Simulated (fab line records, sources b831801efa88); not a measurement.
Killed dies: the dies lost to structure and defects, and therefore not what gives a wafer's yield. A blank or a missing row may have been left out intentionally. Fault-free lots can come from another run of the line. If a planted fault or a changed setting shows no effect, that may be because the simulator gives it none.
A single fault, viewed from 2 desks	flow gf180mcu	every desk sees just its own numbers, and what lay behind them comes last

== AT THE TOOL OWNER'S DESK: rie_diel-01 ==
The tool's own readings at GF_STI_ETCH_13 (etches the open film in CHF3/O2, stops on Si, target depth 282.31 nm, time 112.9 s): means of the sampled wafers that have a number, for each lot that ran on this tool. A lot is out of limits, marked OUT, if its mean lies more than 4 standard deviations from the usual mean; the brackets give that distance.
Columns: A = bias_w at GF_STI_ETCH_13, usual 200.0 W; B = drypump_motor_current_A at GF_STI_ETCH_13, usual 5.6 A; C = oes_product_au at GF_STI_ETCH_13, usual 0.833 a.u.; D = rf_fwd_power_W at GF_STI_ETCH_13, usual 596.0 W; E = throttle_valve_pct at GF_STI_ETCH_13, usual 8.810 %
lot	first seen here	A	B	C	D	E
L751	day 2 14:44	200.4	5.5	0.831	597.2	8.816
L758	day 4 00:50	244.8 (+77) OUT	5.6	0.833	596.6	8.810
L762	day 4 21:02	245.1 (+78) OUT	5.5	0.842	597.3	8.808
Finding of this desk: L758, L762 out of limits; the first was L758 at day 4 00:50, on bias_w at GF_STI_ETCH_13. L751: within limits.

== AT THE METROLOGY DESK ==
What the gauges read for every lot (on any tool): the sampled wafers with a number, averaged. A lot is out of limits, marked OUT, if its mean lies more than 4 standard deviations from the usual mean; the brackets give that distance.
Columns: A = STI_OXIDATION_THK at GF_STI_THK_MEAS_02, usual 10.00 nm; B = STI_CVD_03_THK at GF_STI_THK_MEAS_04, usual 207.1 nm; C = cd_nm at GF_STI_CD_MEAS_12, usual 220.1 nm
lot	first seen here	A	B	C
L749	day 1 12:47	10.21	206.3	219.2
L751	day 1 22:47	9.99	206.2	220.8
L758	day 3 09:22	9.87	207.2	221.6
L762	day 4 04:31	10.06	210.7	220.0
L770	day 5 20:31	10.08	209.8	219.3
L771	day 6 01:31	9.99	207.8	221.0
This desk's finding: nothing out of limits on any of the 6 lots.

== PUT TOGETHER ==
The tool owner's desk had the chance to raise an alarm at day 4 00:50 on L758, L762.
From the metrology desk's view, nothing was out of limits.
The metrology desk holds a record of L758, L762, inside its limits.
Of the lots named, all ran GF_STI_ETCH_13 on rie_diel-01.

== WHAT THE SIMULATOR PUT IN ==
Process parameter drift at GF_STI_ETCH_13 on rie_diel-01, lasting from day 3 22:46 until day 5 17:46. From 200, the setting bias_w moved by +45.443. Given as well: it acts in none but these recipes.
Struck lots among those shown: L758, L762.
Each desk's first reading out of limits, in hours after the fault started: the tool owner's desk, 2.
